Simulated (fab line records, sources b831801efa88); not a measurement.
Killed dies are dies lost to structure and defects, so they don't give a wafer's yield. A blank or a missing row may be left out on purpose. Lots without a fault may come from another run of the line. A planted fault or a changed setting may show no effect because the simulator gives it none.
Problem report in the 8D (eight disciplines) form, filled by code | flow gf180mcu | the parts of the form that need people (team, actions taken, sign-off) are left out

1. THE PROBLEM
V5_CVD_00_THK at GF_V5_THK_MEAS_01 reads a mean of 253.7 nm on 6 wafers of 2 lots; wafers without a fault read 300.0 nm with a standard deviation of 2.7. That is -17 standard deviations from the usual mean.
First seen on wafer L217.1, day 29 06:08, on film_metro-03. The record holds 39 wafers of 13 lots with a number at this step. Rule for "out", or "out of limits": more than 4 standard deviations from the usual mean. The other wafers with a number count as sound.

2. WHAT IT IS AND WHAT IT IS NOT
question                    | is                           | is not
which readings at this step | V5_CVD_00_THK                | -
which lots                  | L217, L219                   | L208, L209, L210, L211, L223, L225, L226, L227, L229, L230, L231
which wafers of those lots  | all that have a number       | -
read on which gauges        | film_metro-01, film_metro-03 | film_metro-02
when                        | from day 29 06:08            | up to then (12 sound wafers); but 21 sound wafers of L223, L225, L226, L227, L229, L230, L231 came after

3. SUSPECTS, AND WHAT RULES EACH OUT
Counting: a tool at a process step up to the reading stays a suspect if it ran every lot that is out and no sound lot after the first of them.
- the gauge at GF_V5_THK_MEAS_01: ruled out. The wafers that are out were read on 2 gauges (film_metro-01, film_metro-03).
- hdpcvd-02 at GF_V5_CVD_00 (deposits SiO2, target thk 300 nm, time 50 s): ruled out as a lasting fault. Sound lots L229, L231 ran on it after its first lot that is out, L217 (day 29 06:06).
Left after counting: nothing in the record.

4. THE CAUSE (what the simulator had put in)
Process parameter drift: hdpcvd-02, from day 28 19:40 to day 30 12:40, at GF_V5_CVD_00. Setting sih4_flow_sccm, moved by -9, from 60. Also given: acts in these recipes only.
Counting ruled it out, wrongly: the rule takes a fault to strike every lot that its tool runs from its start on, and this one did not.

5. THE CHAIN OF EFFECTS, in route order
Each row: a reading whose mean over the struck wafers that have a number lies more than 3 standard deviations from the usual. Only readings for which the record gives a usual standard deviation are gone through. hours: the time from each lot's start at the first step in this table that gives one to its start at this step, as a median over the lots. sigmas: the change in usual standard deviations.
hours | step              | reading        | usual      | on struck wafers | change | sigmas
0     | GF_V5_CVD_00      | sih4_flow_sccm | 60.02 sccm | 51.04            | -8.98  | -60
0     | GF_V5_THK_MEAS_01 | V5_CVD_00_THK  | 300.0 nm   | 253.7            | -46.3  | -17
The process steps in it:
- GF_V5_CVD_00: deposits SiO2, target thk 300 nm, time 50 s.
Later measuring or inspecting steps at which every struck wafer that the step has a row for has a number for every such reading, and none has moved that far: GF_V5_OVL_MEAS_15.

6. WHAT WOULD HAVE CAUGHT IT SOONER
In this record the first reading out of limits at a measuring or inspecting step was taken at day 29 06:08, 10 hours after the fault began at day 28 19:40.
The tool's own readings at GF_V5_CVD_00 were out on every struck wafer that the step has a row for (sih4_flow_sccm): an alarm limit on them would have fired on the first of those.
